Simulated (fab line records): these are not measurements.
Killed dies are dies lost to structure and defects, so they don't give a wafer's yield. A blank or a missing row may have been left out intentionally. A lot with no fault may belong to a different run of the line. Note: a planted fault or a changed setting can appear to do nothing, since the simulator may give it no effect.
fab line records	flow gf180mcu
record: lots: 24	wafers: 72	lastDay: 34
route steps=602 shown POLY_GATE@174 HV_LDD@225 CONTACT@302 V2@384 M3@425 V3@445
lots that met no fault: taken from a fault-free run of the same line
startH: hours from the record's first day to the start of the lot's first wafer shown	waitH: hours since the lot's step before	" repeats the value in the row above	L1.1+2: a single row standing in for several wafers	- either no value or no given start	* or withheld: withheld	< > ~ a bound
route shown NAME@n: a module of which the file shows steps, and the number in the route of the first	usual: mean/standard deviation taken from wafers without a fault	same: alike in all rows	chamber/n: place in a boat	sites: the reading at each site	_std_site: their standard deviation	_edge_site: outer sites' mean less inner sites'	radiusMm: how far each site lies from the wafer's centre	mask NAME#n: copy n	behind: tool/chamber where the wafer was last shaped	hold: reason for holding the lot/hours on hold/outcome of the hold	device: the transistor (n, p or np) that didn't switch	end of line: the tests these same wafers got at the end of their route	step lacking rows: just its recipe	killed: dies that structure and defects cost at the first sort, which is not the same as the wafer's yield	map: the dies of a wafer, with x for killed, . for not killed, _ for no die there
set.NAME: the setting the step ran with; set.NAME@STEP: the setting that earlier step ran with	model.NAME: the simulator's own value behind a step, which no gauge read
one table for each step of the route and one row for each wafer, over a sample of lots
services: the hour from which a tool's chamber was out of use, counted from the record's first day as startH (under 0 if before that day), plus the number of hours and why
== steps ==
step: GF_POLY_GATE_THK_MEAS_17
recipe: reads: SiO2_of_POLY_GATE_OXIDATION_16
usual: POLY_GATE_OXIDATION_THK: 4.03/0.079
lot.wafer	tool	chamber	startH	waitH	POLY_GATE_OXIDATION_THK[nm]
L074.4	filmMetro-03	-	198.43	0.0	4.10
L074.5	"	-	"	"	4.09
L074.6	"	-	"	"	4.10
L075.1	filmMetro-02	-	203.36	0.0	4.00
L075.2	"	-	"	"	4.08
L075.4	"	-	"	"	4.07
L076.2	filmMetro-01	-	207.99	0.0	3.88
L076.3	"	-	"	"	3.91
L076.6	"	-	"	"	3.91
L077.1	filmMetro-01	-	217.27	0.0	3.93
L077.3	"	-	"	"	3.93
L077.5	"	-	"	"	3.87
L078.4	filmMetro-03	-	223.79	0.0	3.98
L078.5	"	-	"	"	3.94
L078.6	"	-	"	"	4.02
L079.2	filmMetro-01	-	227.56	0.0	3.94
L079.3	"	-	"	"	4.00
L079.4	"	-	"	"	3.97
L080.1	filmMetro-02	-	240.09	0.0	3.98
L080.3	"	-	"	"	3.98
L080.6	"	-	"	"	4.02
L081.1	filmMetro-03	-	258.67	0.0	3.94
L081.2	"	-	"	"	3.89
L081.5	"	-	"	"	3.86
L082.1	filmMetro-01	-	258.67	0.0	4.08
L082.4	"	-	"	"	4.05
L082.5	"	-	"	"	4.00
L083.1	filmMetro-02	-	267.40	0.0	4.09
L083.3	"	-	"	"	4.06
L083.6	"	-	"	"	4.07
L084.2	filmMetro-03	-	285.40	0.0	4.04
L084.4	"	-	"	"	3.96
L084.5	"	-	"	"	3.92
L085.3	filmMetro-02	-	295.28	0.0	4.18
L085.4	"	-	"	"	4.13
L085.6	"	-	"	"	4.16
L086.2	filmMetro-02	-	303.30	0.0	3.92
L086.5	"	-	"	"	3.96
L086.6	"	-	"	"	3.96
L087.1	filmMetro-02	-	304.24	0.0	3.97
L087.3	"	-	"	"	4.04
L087.5	"	-	"	"	4.05
L088.1	filmMetro-01	-	305.93	0.0	4.10
L088.4	"	-	"	"	4.13
L088.6	"	-	"	"	4.07
L090.1	filmMetro-02	-	313.45	0.0	3.96
L090.2	"	-	"	"	4.07
L090.5	"	-	"	"	4.05
L089.2	filmMetro-01	-	313.46	0.0	4.15
L089.3	"	-	"	"	4.00
L089.4	"	-	"	"	4.03
L091.3	filmMetro-03	-	321.60	0.0	4.01
L091.4	"	-	"	"	3.98
L091.5	"	-	"	"	4.01
L092.1	filmMetro-01	-	324.22	0.0	4.07
L092.2	"	-	"	"	4.03
L092.5	"	-	"	"	4.10
L093.1	filmMetro-02	-	333.89	0.0	4.09
L093.2	"	-	"	"	4.10
L093.4	"	-	"	"	4.06
L094.1	filmMetro-01	-	339.54	0.0	4.05
L094.2	"	-	"	"	4.08
L094.3	"	-	"	"	4.00
L095.1	filmMetro-02	-	347.23	0.0	4.13
L095.3	"	-	"	"	4.19
L095.5	"	-	"	"	4.18
L096.2	filmMetro-03	-	353.25	0.0	4.03
L096.4	"	-	"	"	3.98
L096.5	"	-	"	"	3.97
L097.3	filmMetro-03	-	361.46	0.0	4.12
L097.4	"	-	"	"	4.09
L097.5	"	-	"	"	4.06
step: GF_HV_LDD_STRIP_49
recipe: chemistry: O2/N2	powerW: 1400	pressureMtorr: 1500	platenTempC: 250	o2FlowSccm: 3000	n2FlowSccm: 300	overashFraction: 0.5
usual: drypumpMotorCurrentA: 5.43/0.18	heaterPowerW: 329/48	oesProductAu: 0.715/0.0045	platenTempC: 249.99/0.18	stripTimeToEndpointS: 12.63/0.032
lot.wafer	tool	chamber	startH	waitH	drypumpMotorCurrentA	heaterPowerW	oesProductAu	platenTempC	rfHoursCounterH	stripTimeToEndpointS
L074.4	plasmaAsher-04	0	270.51	0.1	5.07	284	0.727	250.10	-	12.64
L074.5	"	0	"	"	5.05	287	0.719	250.04	-	12.63
L074.6	"	1	"	"	5.60	387	0.717	250.25	-	12.60
L075.1	plasmaAsher-03	1	277.49	0.1	5.36	292	0.710	249.92	48	12.63
L075.2	"	0	"	"	5.30	345	0.718	250.36	48	12.62
L075.4	"	0	"	"	5.34	345	0.715	250.08	-	12.65
L076.2	plasmaAsher-04	1	282.18	0.1	5.60	390	0.711	250.04	63	12.62
L076.3	"	0	"	"	5.07	292	0.720	250.07	-	12.62
L076.6	"	1	"	"	5.63	381	0.710	249.92	-	12.64
L077.1	plasmaAsher-01	0	293.03	0.1	5.68	393	0.709	249.98	18	12.62
L077.3	"	0	"	"	5.67	407	0.707	250.18	-	12.63
L077.5	"	1	"	"	5.52	280	0.711	249.61	-	12.61
L078.4	plasmaAsher-03	1	298.50	0.1	5.35	290	0.711	249.94	-	12.61
L078.5	"	0	"	"	5.29	342	0.712	249.99	-	12.62
L078.6	"	1	"	"	5.37	286	0.709	249.94	-	12.63
L079.2	plasmaAsher-01	0	304.42	0.1	5.67	403	0.716	249.88	19	12.62
L079.3	"	1	"	"	5.55	285	0.718	249.70	-	12.59
L079.4	"	0	"	"	5.66	403	0.712	249.56	-	12.61
L080.1	plasmaAsher-03	1	317.82	0.1	5.36	289	0.720	250.01	52	12.57
L080.3	"	1	"	"	5.33	291	0.720	249.94	-	12.61
L080.6	"	0	"	"	5.28	349	0.715	249.75	-	12.60
L081.1	plasmaAsher-03	1	338.82	0.1	5.36	287	0.715	249.80	54	12.68
L081.2	"	0	"	"	5.26	346	0.721	250.02	54	12.65
L081.5	"	1	"	"	5.34	283	0.717	250.03	-	12.67
L082.1	plasmaAsher-04	1	339.08	0.1	5.59	388	0.721	249.76	68	12.67
L082.4	"	1	"	"	5.60	393	0.713	250.06	-	12.69
L082.5	"	1	"	"	5.60	382	0.714	249.93	-	12.64
L083.1	plasmaAsher-01	0	350.24	0.1	5.67	404	0.716	249.94	24	12.59
L083.3	"	0	"	"	5.67	401	0.712	250.11	-	12.61
L083.6	"	1	"	"	5.51	288	0.712	249.88	-	12.59
L084.2	plasmaAsher-03	0	371.59	0.1	5.27	356	0.716	249.66	57	12.61
L084.4	"	1	"	"	5.38	285	0.713	249.67	-	12.62
L084.5	"	1	"	"	5.39	283	0.711	250.07	-	12.67
L085.3	plasmaAsher-03	0	382.30	0.1	5.28	341	0.722	250.22	-	12.67
L085.4	"	1	"	"	5.34	281	0.707	250.01	-	12.65
L085.6	"	1	"	"	5.33	291	0.721	250.00	-	12.70
L086.2	plasmaAsher-04	0	389.22	0.1	5.06	288	0.713	249.86	73	12.61
L086.5	"	0	"	"	5.04	294	0.710	249.93	-	12.61
L086.6	"	1	"	"	5.61	392	0.720	249.98	-	12.61
L087.1	plasmaAsher-03	0	392.27	0.1	5.25	345	0.712	250.20	60	12.59
L087.3	"	1	"	"	5.37	279	0.708	249.95	-	12.57
L087.5	"	0	"	"	5.27	343	0.716	250.26	-	12.60
L088.1	plasmaAsher-01	0	394.52	0.1	5.68	404	0.713	249.89	29	12.60
L088.4	"	1	"	"	5.55	288	0.711	250.03	-	12.58
L088.6	"	1	"	"	5.55	273	0.710	250.05	-	12.61
L090.1	plasmaAsher-01	1	401.43	0.1	5.52	286	0.719	250.09	30	12.66
L090.2	"	0	"	"	5.66	408	0.711	249.87	30	12.69
L090.5	"	0	"	"	5.67	396	0.708	249.79	-	12.65
L089.2	plasmaAsher-03	0	403.28	0.1	5.26	349	0.712	249.87	61	12.64
L089.3	"	1	"	"	5.37	291	0.714	249.98	-	12.65
L089.4	"	0	"	"	5.25	341	0.714	250.08	-	12.67
L091.3	plasmaAsher-03	0	411.40	0.1	5.27	349	0.711	250.23	-	12.63
L091.4	"	1	"	"	5.36	287	0.711	250.25	-	12.67
L091.5	"	0	"	"	5.29	342	0.712	249.98	-	12.61
L092.1	plasmaAsher-01	0	414.42	0.1	5.69	400	0.719	249.88	31	12.62
L092.2	"	1	"	"	5.54	284	0.714	249.83	31	12.66
L092.5	"	0	"	"	5.68	401	0.716	250.04	-	12.66
L093.1	plasmaAsher-03	1	425.18	0.1	5.35	293	0.719	250.06	64	12.68
L093.2	"	0	"	"	5.28	351	0.711	249.79	64	12.68
L093.4	"	1	"	"	5.36	287	0.718	250.33	-	12.64
L094.1	plasmaAsher-01	1	432.32	0.1	5.54	277	0.716	249.95	34	12.59
L094.2	"	0	"	"	5.68	401	0.712	249.95	34	12.62
L094.3	"	0	"	"	5.67	401	0.716	250.21	-	12.61
L095.1	plasmaAsher-01	1	440.18	0.1	5.55	284	0.716	249.84	35	12.59
L095.3	"	1	"	"	5.55	279	0.720	249.91	-	12.60
L095.5	"	1	"	"	5.56	283	0.718	249.79	-	12.56
L096.2	plasmaAsher-03	1	447.53	0.1	5.37	285	0.720	250.28	67	12.61
L096.4	"	0	"	"	5.29	346	0.722	249.97	-	12.64
L096.5	"	0	"	"	5.30	340	0.722	250.34	-	12.66
L097.3	plasmaAsher-01	1	455.85	0.1	5.53	285	0.716	250.20	-	12.69
L097.4	"	0	"	"	5.67	398	0.721	250.16	-	12.66
L097.5	"	0	"	"	5.67	391	0.713	250.04	-	12.65
step: GF_CONTACT_OVL_MEAS_15
usual: CONTACT_OVL: -1/6.5
lot.wafer	tool	chamber	startH	waitH	CONTACT_OVL[nm]
L074.4	overlay-01	-	356.70	0.1	4
L074.5	"	-	"	"	5
L074.6	"	-	"	"	0
L075.1	overlay-02	-	365.75	0.1	-1
L075.2	"	-	"	"	-2
L075.4	"	-	"	"	-5
L076.2	overlay-02	-	372.55	0.1	4
L076.3	"	-	"	"	-2
L076.6	"	-	"	"	2
L077.1	overlay-01	-	384.65	0.1	-16
L077.3	"	-	"	"	-13
L077.5	"	-	"	"	-10
L078.4	overlay-02	-	389.46	0.1	5
L078.5	"	-	"	"	-2
L078.6	"	-	"	"	10
L079.2	overlay-01	-	396.65	0.1	-15
L079.3	"	-	"	"	-12
L079.4	"	-	"	"	-15
L080.1	overlay-02	-	411.53	0.1	-7
L080.3	"	-	"	"	-2
L080.6	"	-	"	"	1
L081.1	overlay-02	-	434.73	0.1	-3
L081.2	"	-	"	"	-3
L081.5	"	-	"	"	3
L082.1	overlay-02	-	436.00	0.1	-10
L082.4	"	-	"	"	1
L082.5	"	-	"	"	-2
L083.1	overlay-02	-	449.60	0.1	-8
L083.3	"	-	"	"	0
L083.6	"	-	"	"	-13
L084.2	overlay-02	-	472.50	0.1	4
L084.4	"	-	"	"	5
L084.5	"	-	"	"	1
L085.3	overlay-02	-	482.94	0.1	0
L085.4	"	-	"	"	-1
L085.6	"	-	"	"	-1
L086.2	overlay-01	-	495.90	0.1	7
L086.5	"	-	"	"	7
L086.6	"	-	"	"	5
L087.1	overlay-02	-	495.99	0.1	-6
L087.3	"	-	"	"	0
L087.5	"	-	"	"	-6
L088.1	overlay-01	-	497.80	0.1	3
L088.4	"	-	"	"	6
L088.6	"	-	"	"	0
L090.1	overlay-02	-	502.39	0.1	-2
L090.2	"	-	"	"	-11
L090.5	"	-	"	"	0
L089.2	overlay-02	-	504.00	0.1	-8
L089.3	"	-	"	"	2
L089.4	"	-	"	"	-6
L091.3	overlay-02	-	511.76	0.1	-10
L091.4	"	-	"	"	7
L091.5	"	-	"	"	1
L092.1	overlay-02	-	525.68	0.1	1
L092.2	"	-	"	"	-1
L092.5	"	-	"	"	-2
L093.1	overlay-02	-	526.35	0.1	3
L093.2	"	-	"	"	8
L093.4	"	-	"	"	0
L094.1	overlay-02	-	532.84	0.1	-9
L094.2	"	-	"	"	-2
L094.3	"	-	"	"	-8
L095.1	overlay-02	-	541.45	0.1	-4
L095.3	"	-	"	"	-5
L095.5	"	-	"	"	0
L096.2	overlay-01	-	547.69	0.1	4
L096.4	"	-	"	"	4
L096.5	"	-	"	"	7
L097.3	overlay-01	-	556.24	0.1	-2
L097.4	"	-	"	"	-1
L097.5	"	-	"	"	5
step: GF_V2_CVD_02
recipe: material: SiO2	targetThkNm: 850	precursor: TEOS	tempC: 400	timeS: 94.851	rfW: 600
usual: heaterPowerW: 668/87
lot.wafer	tool	chamber	startH	waitH	heaterPowerW
L074.4	pecvd-02	2	431.32	0.1	556
L074.5	"	2	"	"	610
L074.6	"	1	"	"	699
L075.1	pecvd-02	2	439.60	0.1	627
L075.2	"	1	"	"	734
L075.4	"	2	"	"	658
L076.2	pecvd-04	0	448.66	0.0	565
L076.3	"	1	"	"	639
L076.6	"	1	"	"	660
L077.1	pecvd-02	0	460.81	0.1	645
L077.3	"	1	"	"	688
L077.5	"	0	"	"	525
L078.4	pecvd-04	2	465.34	0.1	715
L078.5	"	1	"	"	606
L078.6	"	0	"	"	638
L079.2	pecvd-01	2	475.41	0.0	739
L079.3	"	0	"	"	587
L079.4	"	2	"	"	769
L080.1	pecvd-02	2	488.40	0.1	635
L080.3	"	1	"	"	753
L080.6	"	2	"	"	673
L081.1	pecvd-02	0	512.51	0.1	562
L081.2	"	2	"	"	635
L081.5	"	0	"	"	608
L082.1	pecvd-01	1	514.25	0.1	595
L082.4	"	2	"	"	632
L082.5	"	1	"	"	646
L083.1	pecvd-02	2	526.19	0.1	595
L083.3	"	0	"	"	661
L083.6	"	0	"	"	512
L084.2	pecvd-04	1	548.35	0.0	580
L084.4	"	0	"	"	661
L084.5	"	2	"	"	718
L085.3	pecvd-04	2	558.22	0.0	861
L085.4	"	0	"	"	670
L085.6	"	2	"	"	704
L087.1	pecvd-02	2	569.26	0.1	702
L087.3	"	1	"	"	766
L087.5	"	0	"	"	633
L086.2	pecvd-04	1	569.61	0.0	609
L086.5	"	2	"	"	869
L086.6	"	1	"	"	626
L088.1	pecvd-01	1	570.71	0.1	668
L088.4	"	0	"	"	724
L088.6	"	2	"	"	789
L090.1	pecvd-02	0	575.86	0.1	646
L090.2	"	1	"	"	777
L090.5	"	1	"	"	762
L089.2	pecvd-01	0	577.50	0.0	586
L089.3	"	1	"	"	608
L089.4	"	1	"	"	674
L091.3	pecvd-01	2	584.89	0.0	779
L091.4	"	2	"	"	641
L091.5	"	1	"	"	582
L092.1	pecvd-02	1	597.30	0.1	618
L092.2	"	2	"	"	618
L092.5	"	1	"	"	705
L093.1	pecvd-04	2	598.27	0.1	872
L093.2	"	0	"	"	706
L093.4	"	2	"	"	728
L094.1	pecvd-04	2	602.52	0.1	867
L094.2	"	0	"	"	586
L094.3	"	1	"	"	606
L095.1	pecvd-02	1	611.67	0.1	711
L095.3	"	2	"	"	566
L095.5	"	2	"	"	624
L096.2	pecvd-01	2	617.18	0.0	701
L096.4	"	2	"	"	754
L096.5	"	0	"	"	659
L097.3	pecvd-04	0	624.52	0.0	693
L097.4	"	2	"	"	853
L097.5	"	0	"	"	543
step: GF_M3_METAL_ETCH_16
recipe: chemistry: Cl2/BCl3	maskMaterial: KrF	targetDepthNm: 750.8	stopOn: SiO2	pressureMtorr: 8	icpW: 800	biasW: 140	Cl2_flow_sccm: 80	bcl3FlowSccm: 40	timeS: 125.1
usual: bcl3FlowSccm: 40.02/0.12	drypumpMotorCurrentA: 5.76/0.29	heBacksideLeakSccm: 3.3/0.33	mfcCl2Sccm: 80.04/0.23	oesProductAu: 0.992/0.0055	throttleValvePct: 28.228/0.0097
lot.wafer	tool	chamber	startH	waitH	bcl3FlowSccm	drypumpMotorCurrentA	heBacksideLeakSccm	mfcCl2Sccm	oesProductAu	rfHoursCounterH	throttleValvePct
L074.4	rieMetal-02	0	482.03	0.1	40.07	5.62	3.5	80.03	0.994	-	28.233
L074.5	"	1	"	"	39.94	5.72	3.5	80.27	1.001	-	28.244
L074.6	"	0	"	"	39.98	5.64	3.4	80.00	0.994	-	28.228
L075.1	rieMetal-02	0	490.58	0.0	40.05	5.64	3.2	80.00	0.989	6	28.231
L075.2	"	1	"	"	39.79	5.73	3.3	79.85	0.990	3	28.225
L075.4	"	0	"	"	40.12	5.66	3.2	80.01	0.997	-	28.223
L076.2	rieMetal-04	1	500.38	0.0	39.75	5.76	3.1	80.53	0.995	1	28.235
L076.3	"	1	"	"	39.98	5.78	3.2	80.32	0.994	-	28.222
L076.6	"	1	"	"	40.06	5.76	3.1	80.05	0.992	-	28.233
L077.1	rieMetal-04	0	511.01	0.0	39.93	5.39	3.4	80.24	0.989	9	28.255
L077.3	"	1	"	"	39.93	5.75	3.2	79.48	0.994	-	28.217
L077.5	"	1	"	"	39.95	5.79	3.2	80.10	0.989	-	28.237
L078.4	rieMetal-02	1	514.67	0.1	39.94	5.71	3.1	80.04	0.994	-	28.219
L078.5	"	0	"	"	39.88	5.64	3.4	79.64	0.988	-	28.219
L078.6	"	1	"	"	39.97	5.72	2.9	80.10	0.987	-	28.223
L079.2	rieMetal-03	1	525.43	0.0	39.95	5.98	3.5	80.03	0.998	5	28.225
L079.3	"	0	"	"	40.07	6.47	3.4	80.00	0.985	-	28.231
L079.4	"	1	"	"	40.13	5.98	3.5	79.99	0.992	-	28.225
L080.1	rieMetal-02	0	536.96	0.0	40.19	5.64	3.1	80.47	0.989	8	28.229
L080.3	"	1	"	"	40.01	5.72	3.3	80.04	0.986	-	28.229
L080.6	"	0	"	"	39.77	5.65	3.3	80.16	0.998	-	28.219
L081.1	rieMetal-02	1	560.38	0.0	40.15	5.70	3.0	79.91	0.997	5	28.208
L081.2	"	0	"	"	40.12	5.61	3.4	80.36	0.993	8	28.219
L081.5	"	0	"	"	40.07	5.67	3.4	80.27	0.992	-	28.215
L082.1	rieMetal-04	1	561.56	0.0	40.21	5.78	3.2	80.10	0.998	3	28.239
L082.4	"	0	"	"	40.08	5.40	3.5	79.61	0.990	-	28.229
L082.5	"	0	"	"	40.09	5.38	3.5	80.09	0.994	-	28.238
L083.1	rieMetal-02	0	572.73	0.0	39.78	5.67	3.2	80.41	1.001	9	28.226
L083.3	"	1	"	"	40.07	5.71	3.0	80.21	0.990	-	28.243
L083.6	"	1	"	"	40.18	5.75	2.6	80.23	0.999	-	28.235
L084.2	rieMetal-02	1	593.86	0.0	39.99	5.72	2.7	79.96	0.991	6	28.223
L084.4	"	1	"	"	40.11	5.72	2.8	80.20	1.000	-	28.226
L084.5	"	0	"	"	40.00	5.65	3.4	79.94	0.994	-	28.231
L085.3	rieMetal-02	1	603.36	0.1	39.82	5.70	3.3	79.60	0.986	-	28.232
L085.4	"	0	"	"	40.14	5.65	3.2	79.68	0.997	-	28.226
L085.6	"	1	"	"	40.02	5.70	3.2	79.70	0.994	-	28.222
L087.1	rieMetal-02	1	613.71	0.0	40.12	5.72	3.0	79.93	0.991	7	28.223
L087.3	"	0	"	"	40.03	5.67	3.3	79.96	0.998	-	28.226
L087.5	"	1	"	"	40.01	5.71	3.1	80.07	0.991	-	28.220
L086.2	rieMetal-04	1	614.66	0.0	39.86	5.81	3.1	79.62	0.997	5	28.231
L086.5	"	1	"	"	39.81	5.82	3.1	79.91	0.996	-	28.216
L086.6	"	0	"	"	40.00	5.40	3.7	80.57	0.979	-	28.228
L088.1	rieMetal-04	0	617.33	0.0	40.14	5.41	3.3	80.16	0.995	12	28.243
L088.4	"	0	"	"	40.14	5.40	3.5	79.77	0.983	-	28.242
L088.6	"	0	"	"	40.17	5.42	3.5	80.07	0.993	-	28.245
L090.1	rieMetal-03	1	620.86	0.0	40.00	5.98	3.6	79.99	0.993	8	28.213
L090.2	"	0	"	"	40.17	6.49	3.2	80.27	0.995	0	28.226
L090.5	"	0	"	"	40.14	6.46	3.3	79.88	0.996	-	28.228
L089.2	rieMetal-02	0	622.16	0.0	39.98	5.61	3.2	80.24	0.998	11	28.230
L089.3	"	0	"	"	40.05	5.63	3.1	80.22	0.995	-	28.223
L089.4	"	1	"	"	40.16	5.72	3.2	80.01	0.999	-	28.235
L091.3	rieMetal-03	1	629.82	0.1	40.28	5.97	3.4	80.30	0.991	-	28.223
L091.4	"	0	"	"	39.97	6.46	3.4	80.08	0.996	-	28.232
L091.5	"	0	"	"	39.99	6.48	3.5	79.86	0.997	-	28.237
L092.1	rieMetal-02	1	640.66	0.0	40.10	5.74	3.4	80.17	0.985	8	28.219
L092.2	"	0	"	"	40.06	5.66	3.2	79.99	0.986	11	28.226
L092.5	"	1	"	"	39.99	5.73	3.1	80.63	0.992	-	28.212
L093.1	rieMetal-04	0	642.68	0.0	40.15	5.41	3.6	79.79	0.991	13	28.227
L093.2	"	0	"	"	40.12	5.41	3.5	80.37	0.983	-	28.233
L093.4	"	0	"	"	40.10	5.39	3.6	80.08	0.986	-	28.245
L094.1	rieMetal-03	0	645.96	0.0	40.01	6.49	3.4	80.31	0.988	1	28.220
L094.2	"	1	"	"	39.93	5.96	3.4	79.92	0.997	9	28.220
L094.3	"	0	"	"	39.95	6.47	3.4	79.79	0.985	-	28.241
L095.1	rieMetal-02	0	654.68	0.0	40.00	5.64	3.6	79.95	0.995	12	28.225
L095.3	"	0	"	"	39.95	5.63	3.4	80.25	0.985	-	28.243
L095.5	"	1	"	"	40.03	5.72	3.3	80.00	0.995	-	28.230
L096.2	rieMetal-04	0	659.53	0.0	40.10	5.39	3.6	79.96	0.994	14	28.228
L096.4	"	1	"	"	40.04	5.78	3.1	80.08	0.989	-	28.228
L096.5	"	1	"	"	40.00	5.77	3.2	80.08	0.986	-	28.228
L097.3	rieMetal-03	0	667.41	0.1	40.08	6.45	3.5	80.17	0.980	-	28.231
L097.4	"	1	"	"	39.87	5.94	3.3	80.01	0.992	-	28.210
L097.5	"	0	"	"	40.06	6.45	3.5	80.03	0.981	-	28.241
step: GF_V3_ETCH_16
recipe: chemistry: N2/H2	targetDepthA: withheld	overetchA: withheld	timeS: withheld	target: BARC	ionEnergyEv: 200	sourceW: 500	biasW: 100	pressureMtorr: 30	n2FlowSccm: 100	h2FlowSccm: 200
usual: drypumpMotorCurrentA: 5.6/0.47	oesProductAu: 0.854/0.0055	throttleValvePct: 13.226/0.0091
lot.wafer	tool	chamber	startH	waitH	drypumpMotorCurrentA	oesProductAu	throttleValvePct
L074.4	rieDiel-04	0	506.57	0.0	5.3	0.847	13.222
L074.5	"	3	"	"	5.8	0.845	13.226
L074.6	"	2	"	"	6.3	0.845	13.243
L075.1	rieDiel-04	3	515.03	0.0	5.8	0.851	13.239
L075.2	"	1	"	"	5.7	0.854	13.228
L075.4	"	2	"	"	6.3	0.851	13.238
L076.2	rieDiel-02	2	524.37	0.0	5.8	0.859	13.226
L076.3	"	1	"	"	5.1	0.859	13.212
L076.6	"	0	"	"	6.2	0.859	13.236
L077.1	rieDiel-04	3	535.11	0.0	5.7	0.854	13.222
L077.3	"	0	"	"	5.3	0.846	13.229
L077.5	"	2	"	"	6.3	0.848	13.218
L078.4	rieDiel-03	3	538.74	0.0	5.9	0.847	13.228
L078.5	"	0	"	"	5.9	0.859	13.235
L078.6	"	2	"	"	5.7	0.855	13.212
L079.2	rieDiel-03	2	550.03	0.0	5.8	0.855	13.220
L079.3	"	3	"	"	5.9	0.866	13.245
L079.4	"	2	"	"	5.8	0.855	13.225
L080.1	rieDiel-03	3	561.28	0.0	5.9	0.849	13.213
L080.3	"	0	"	"	5.9	0.861	13.225
L080.6	"	3	"	"	5.9	0.855	13.231
L081.1	rieDiel-04	2	583.61	0.0	6.3	0.858	13.217
L081.2	"	1	"	"	5.6	0.851	13.220
L081.5	"	3	"	"	5.8	0.847	13.229
L082.1	rieDiel-02	0	584.91	0.0	6.2	0.857	13.221
L082.4	"	3	"	"	4.8	0.848	13.217
L082.5	"	0	"	"	6.2	0.845	13.224
L083.1	rieDiel-02	0	595.98	0.0	6.2	0.846	13.224
L083.3	"	2	"	"	5.8	0.852	13.225
L083.6	"	1	"	"	5.1	0.861	13.230
L084.2	rieDiel-04	3	616.77	0.0	5.8	0.857	13.212
L084.4	"	2	"	"	6.3	0.859	13.216
L084.5	"	1	"	"	5.6	0.851	13.222
L085.3	rieDiel-04	3	624.96	0.0	5.7	0.848	13.212
L085.4	"	1	"	"	5.6	0.847	13.220
L085.6	"	2	"	"	6.3	0.857	13.234
L087.1	rieDiel-02	0	635.37	0.0	6.2	0.855	13.224
L087.3	"	1	"	"	5.1	0.856	13.229
L087.5	"	0	"	"	6.2	0.853	13.239
L086.2	rieDiel-02	1	636.86	0.0	5.1	0.853	13.232
L086.5	"	0	"	"	6.2	0.855	13.221
L086.6	"	3	"	"	4.8	0.854	13.241
L088.1	rieDiel-03	0	639.36	0.0	5.9	0.864	13.225
L088.4	"	3	"	"	5.9	0.846	13.228
L088.6	"	0	"	"	5.9	0.856	13.219
L090.1	rieDiel-02	1	642.21	0.0	5.1	0.856	13.240
L090.2	"	2	"	"	5.8	0.853	13.232
L090.5	"	1	"	"	5.1	0.855	13.216
L089.2	rieDiel-04	3	643.46	0.0	5.8	0.855	13.219
L089.3	"	2	"	"	6.3	0.852	13.230
L089.4	"	3	"	"	5.8	0.853	13.205
L091.3	rieDiel-02	0	650.46	0.0	6.2	0.849	13.219
L091.4	"	3	"	"	4.8	0.852	13.224
L091.5	"	2	"	"	5.8	0.855	13.239
L092.1	rieDiel-02	3	662.02	0.0	4.8	0.853	13.232
L092.2	"	2	"	"	5.8	0.857	13.221
L092.5	"	3	"	"	4.8	0.855	13.226
L093.1	rieDiel-02	3	663.78	0.0	4.8	0.852	13.219
L093.2	"	1	"	"	5.1	0.870	13.226
L093.4	"	0	"	"	6.2	0.856	13.225
L094.1	rieDiel-02	2	667.58	0.0	5.8	0.857	13.231
L094.2	"	0	"	"	6.2	0.854	13.237
L094.3	"	1	"	"	5.1	0.855	13.223
L095.1	rieDiel-04	3	675.63	0.0	5.8	0.849	13.224
L095.3	"	1	"	"	5.7	0.847	13.223
L095.5	"	1	"	"	5.6	0.849	13.231
L096.2	rieDiel-02	2	680.91	0.0	5.8	0.855	13.220
L096.4	"	3	"	"	4.8	0.853	13.220
L096.5	"	2	"	"	5.8	0.857	13.221
L097.3	rieDiel-04	0	687.72	0.0	5.3	0.848	13.239
L097.4	"	1	"	"	5.7	0.843	13.225
L097.5	"	2	"	"	6.3	0.855	13.212
== services ==
tool	chamber	startH	hours	kind
plasmaAsher-01	-	250.63	2.8	pm
pecvd-02	0	263.85	3.9	repair
rieDiel-02	3	288.63	6.1	repair
pecvd-02	2	294.84	2.8	repair
pecvd-02	-	332.67	0.7	repair
pecvd-02	-	368.88	14.0	pm
rieDiel-02	-	382.12	2.8	pm
rieDiel-04	0	390.37	5.8	repair
rieDiel-02	2	402.26	1.6	repair
plasmaAsher-03	-	417.92	0.4	repair
pecvd-02	0	422.86	18.4	repair
plasmaAsher-03	-	429.77	1.5	repair
rieDiel-02	1	448.62	3.3	repair
rieDiel-02	-	449.51	1.3	repair
rieDiel-04	2	455.12	1.3	repair
plasmaAsher-03	-	458.52	15.6	pm
rieDiel-02	0	459.95	22.9	repair
rieDiel-02	2	513.68	5.0	repair
pecvd-02	-	548.78	1.0	repair
plasmaAsher-03	-	553.73	2.8	pm
rieDiel-02	0	555.97	4.4	repair
pecvd-02	2	586.55	7.4	repair
pecvd-02	-	628.56	4.3	pm
plasmaAsher-03	-	652.99	2.6	repair
== key ==
fault none
